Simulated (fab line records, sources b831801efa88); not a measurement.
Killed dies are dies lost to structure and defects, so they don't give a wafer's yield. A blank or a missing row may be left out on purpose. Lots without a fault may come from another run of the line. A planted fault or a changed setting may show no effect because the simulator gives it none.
A struck lot beside a sound one | flow sky130 | 24 steps out of a route of 708
Sound: wafers L584.2, L584.4, L584.5. Struck: wafers L576.2, L576.3, L576.4. The cause comes at the end.
At each step with rows: each side's tool, then ch and its chambers, then its first start. Under that, the readings that differ: sound wafers | struck wafers | difference of the means | sigmas: that difference in standard deviations of wafers without a fault.
alike: readings whose means differ by less than 2 such deviations, and words and numbers that are the same on both sides. not compared: withheld readings, readings that some wafer has no value for, bounds like >300 that may hide the same value, and numbers for which the record gives no deviation and whose values overlap.
The two part at a step that has a row with sigmas, a row that says differs or no value, or rows on one side only. Numbers that don't overlap but have no deviation are shown without sigmas and don't part them. A reading that every wafer of one side lacks parts them only if that side has two wafers or more.

first, 10 steps without rows for these wafers: SKY_METAL3_PEB_11; SKY_METAL3_DEVELOP_12 (develop time 60 s); SKY_METAL3_DESCUM_15 (chemistry O2, time 8 s); SKY_METAL3_ETCH_16 (etches BARC in N2/H2, stops on SiO2, time 88.2 s, target depth 60 nm); SKY_METAL3_ETCH_17 (etches SiO2 in C4F8/O2/Ar, stops on TiN, time 3.9 s, target depth 15 nm); SKY_METAL3_METAL_ETCH_18 (etches the open film in Cl2/BCl3, stops on SiO2, target depth 845 nm, time 183.1 s); SKY_METAL3_STRIP_19 (strips in O2/N2); SKY_METAL3_STRIP_20 (strips in post etch residue remover, time 1200 s); SKY_METAL3_CLEAN_21 (cleans in IPA, time 180 s); SKY_METAL3_CLEAN_22 (cleans in O3/DIW).
SKY_VIA3_HDPCVD_00: deposits SiO2, target thk 1635 nm, time 272.5 s.
  sound on hdpcvd-02 ch 0,1,2, day 44 11:22; struck on hdpcvd-01 ch 1,2, day 42 10:37
  no value came back on the struck wafers for pressure_mtorr (mTorr), run_length_s (s), time_s (s); on the sound wafers pressure_mtorr (mTorr) reads 6.026 6.010 5.995
then, 10 steps without rows for these wafers: SKY_VIA3_CMP_02 (polishes SiO2); SKY_VIA3_DEHYDRATE_04 (time 60 s); SKY_VIA3_HMDS_05 (prime time 60 s); SKY_VIA3_COAT_06 (resist thk 60 nm); SKY_VIA3_COAT_07 (resist thk 450 nm); SKY_VIA3_SOFTBAKE_08 (time 93.11 s); SKY_VIA3_EXPOSE_09 (exposes mask VIM3, target cd 200 nm); SKY_VIA3_PEB_10; SKY_VIA3_DEVELOP_11 (develop time 60 s); SKY_VIA3_ETCH_14 (etches BARC in N2/H2, stops on SiO2, time 45.9 s, target depth 60 nm).
SKY_VIA3_ETCH_15: etches SiO2 in C4F8/O2/Ar, stops on TiN, target depth 507 nm, time 78 s.
  sound on rie_diel-04 ch 2,3, day 45 10:45; struck on rie_diel-01 ch 0,1,3, day 43 10:57
  reading                  | sound             | struck            | difference | sigmas
  oes_product_au (a.u.)    | 0.949 0.932 0.947 | 0.377 0.379 0.373 | -0.566     | -99 or more
  model.etch.depth_nm (nm) | 464.5 464.5 466.3 | 0 0 0             | -465       |
  not compared: rf_hours_counter_h
then, 1 step without rows for these wafers: SKY_VIA3_STRIP_16 (strips in O2/N2).
-- the record jumps here: 6 days lie between the struck wafers' starts before and after (it left off in module VIA3 and takes up again in module PAD_OPEN, whose first step shown is number 708 of the route) --
SKY_PAD_OPEN_PROBE_99:
  sound on prober-02, day 50 17:10; struck on prober-02, day 49 04:56
  reading                  | sound          | struck         | difference | sigmas
  defect_limited_yield (%) | 81.3 81.3 80.9 | 0 0 0          | -81        | -37
  killed_at_M0_to_M3       | 36 34 41       | 479 483 485    | +445       | +59
  killed_at_contacts       | 32 36 25       | 5 0 1          | -29        | -5
  killed_at_front_end      | 22 17 24       | 7 5 6          | -15        | -3
  killed_dies              | 92 92 94       | 492 492 492    | +399       | +36
  killed_on_rim            | 19 26 18       | 96 96 96       | +75        | +21
  killed_open              | 36 54 46       | 11 14 9        | -34        | -4
  killed_short             | 56 38 48       | 11 10 5        | -39        | -5
  sort_bin_3_pad_short (%) | 1.0 1.2 1.0    | 23.8 26.0 23.8 | +23.5      | +65
  sort_bin_5_function (%)  | 9.8 12.2 11.6  | 73.6 71.3 74.0 | +61.8      | +39
  sort_bin_6_memory (%)    | 7.9 5.3 6.5    | 2.6 2.6 2.2    | -4.1       | -3
  sort_n_pass              | 400 400 398    | 0 0 0          | -399       | -36
  sort_yield_pct (%)       | 81.3 81.3 80.9 | 0 0 0          | -81        | -37
  alike: killed_at_M4_up, killed_at_other

WHERE THEY PART
First at SKY_VIA3_HDPCVD_00; last, within this record, at SKY_PAD_OPEN_PROBE_99.

WHY: what the simulator had put in
Skipped step whole: hdpcvd-01, from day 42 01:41 on, at SKY_VIA3_HDPCVD_00. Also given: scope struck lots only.
